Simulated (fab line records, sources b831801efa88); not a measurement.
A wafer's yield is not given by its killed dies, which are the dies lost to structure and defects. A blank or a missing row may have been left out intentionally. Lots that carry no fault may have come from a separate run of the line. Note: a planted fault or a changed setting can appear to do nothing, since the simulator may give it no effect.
Chamber matching -- flow sky130 -- cmp-02 running SKY_VIA4_CMP_21: 4 sister chambers
The step polishes, stops on SiO2, t overpolish 25 s, target thk 0 nm. 8 wafers are shown with their chamber, then 10 later ones without.

## WAFERS PAIRED WITH THEIR CHAMBERS
wafer,chamber,motor-current-A (A),time-to-endpoint-s (s)
L085.3,3,9.8,116
L087.4,1,11.8,121
L087.6,2,10.7,120
L090.1,1,12.0,118
L090.3,0,12.1,115
L090.5,0,11.8,112
L092.2,3,9.9,116
L092.3,2,10.4,117

## WAFERS WHOSE CHAMBER IS MISSING
wafer,motor-current-A (A),time-to-endpoint-s (s)
L092.5,12.8,118
L094.3,13.2,117
L094.4,10.2,120
L094.6,10.4,120
L096.2,9.9,118
L096.3,12.5,113
L096.5,11.9,115
L097.2,12.5,113
L097.3,10.3,110
L097.4,11.6,114

## EACH ONE'S CHAMBER
wafer,from the rows above,in truth
L092.5,can't be placed: 1 or 0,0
L094.3,can't be placed: 0 or 1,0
L094.4,can't be placed: 2 or 3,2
L094.6,2,2
L096.2,3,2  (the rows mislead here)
L096.3,can't be placed: 0 or 1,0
L096.5,can't be placed: 0 or 1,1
L097.2,can't be placed: 0 or 1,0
L097.3,can't be placed: 3 or 2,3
L097.4,can't be placed: 0 or 1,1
Correct placement for 1 of the 10. Cannot be placed on the basis of these rows: 8; the candidates contain the true chamber in 8. Number placed wrongly: 1.
How it was worked out, from the rows above alone: a wafer's distance from a chamber is the root of the sum, over the readings, of the square of ((its reading less the chamber's mean) divided by the reading's scatter). If the next closest chamber is less than 2 further off than the closest, the wafer can't be placed; otherwise it belongs to the closest. The mean given for a chamber averages the wafers shown for that chamber. The scatter: the root of (the sum of the squares of (reading less its chamber's mean) over the shown wafers, divided by (wafers less chambers)).
